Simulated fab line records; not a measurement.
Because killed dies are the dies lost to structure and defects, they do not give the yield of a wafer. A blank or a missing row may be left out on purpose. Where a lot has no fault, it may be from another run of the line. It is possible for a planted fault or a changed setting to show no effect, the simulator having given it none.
A single fault, viewed from 2 desks :: flow sky130 :: every desk sees just its own numbers, and what lay behind them comes last

## TOOL OWNER'S DESK, furnace-01
The tool's own readings at SKY_GATE_OXIDE_OXIDATION_01 (stabilise 600 s, purge 300 s, target thk 10.268 nm): means of the sampled wafers that have a number, for each lot that ran on this tool. Any lot whose mean is over 4 standard deviations away from the usual mean is out of limits and marked OUT; that distance is given in the brackets.
Columns: A = ox_temp_c at SKY_GATE_OXIDE_OXIDATION_01, usual 900.0 C; B = zone_power_lower_pct at SKY_GATE_OXIDE_OXIDATION_01, usual 17.5 %
lot: L314
first seen here: day 13 05:15
A: 900.1
B: 18.3

lot: L315
first seen here: day 13 12:20
A: 900.1
B: 18.4

lot: L316
first seen here: day 14 12:43
A: 900.1
B: 18.4

lot: L320
first seen here: day 15 08:01
A: 900.3
B: 18.4

lot: L327
first seen here: day 17 17:27
A: 899.8
B: 18.4

lot: L328
first seen here: day 17 18:52
A: 900.1
B: 18.3

lot: L335
first seen here: day 20 16:35
A: 899.6
B: 18.3
Result from this desk: across the 7 lots, nothing is out of limits.

## AT THE METROLOGY DESK
What the gauges read, lot by lot, whatever tool the lot ran on: means of the sampled wafers that have a number. Any lot whose mean is over 4 standard deviations away from the usual mean is out of limits and marked OUT; that distance is given in the brackets.
Columns: A = cd_nm at SKY_FIELD_ISO_CD_MEAS_13, usual 149.7 nm; B = GATE_OXIDE_OXIDATION_00_THK at SKY_GATE_OXIDE_THK_MEAS_02, usual 10.25 nm; C = VIA1_HDPCVD_THK at SKY_VIA1_THK_MEAS_01, usual 1031 nm
lot: L312
first seen here: day 2 06:23
A: 150.1
B: 10.15
C: 1039

lot: L313
first seen here: day 2 10:46
A: 151.9
B: 10.05
C: 1023

lot: L314
first seen here: day 2 14:23
A: 149.6
B: 9.96
C: 1035

lot: L315
first seen here: day 2 20:48
A: 150.1
B: 10.03
C: 1032

lot: L316
first seen here: day 3 03:57
A: 149.7
B: 10.29
C: 1033

lot: L317
first seen here: day 3 08:31
A: 150.9
B: 10.23
C: 1037

lot: L320
first seen here: day 3 21:07
A: 146.6
B: 10.06
C: 1030

lot: L321
first seen here: day 4 06:07
A: 148.8
B: 10.21
C: 1034

lot: L325
first seen here: day 4 23:26
A: 151.5
B: 10.19
C: 1041

lot: L327
first seen here: day 5 11:23
A: 148.4
B: 13.43 (+18) OUT
C: 1041

lot: L328
first seen here: day 5 15:23
A: 148.9
B: 13.49 (+18) OUT
C: 1028

lot: L334
first seen here: day 7 00:53
A: 147.4
B: 10.13
C: 1041

lot: L335
first seen here: day 7 04:44
A: 152.1
B: 10.40
C: 1024
This desk finds L327, L328 out of limits, with the earliest case on L327 at day 17 18:52 (GATE_OXIDE_OXIDATION_00_THK at SKY_GATE_OXIDE_THK_MEAS_02). L312, L313, L314, L315, L316, L317, L320, L321, L325, L334, L335 stayed within limits.

## ALL TOGETHER
An alarm was possible from the metrology desk at day 17 18:52, on L327, L328.
The tool owner's desk saw nothing out of limits.
The tool owner's desk has L327, L328 on record, within its limits.
Of the lots named, all ran SKY_GATE_OXIDE_OXIDATION_01 on furnace-01.

## WHAT THE SIMULATOR HAD PUT IN
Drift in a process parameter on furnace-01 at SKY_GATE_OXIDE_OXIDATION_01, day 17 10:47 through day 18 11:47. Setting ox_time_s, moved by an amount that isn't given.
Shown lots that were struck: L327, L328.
Per desk, hours elapsed from the start of the fault to the first reading out of limits: for the metrology desk, 8.
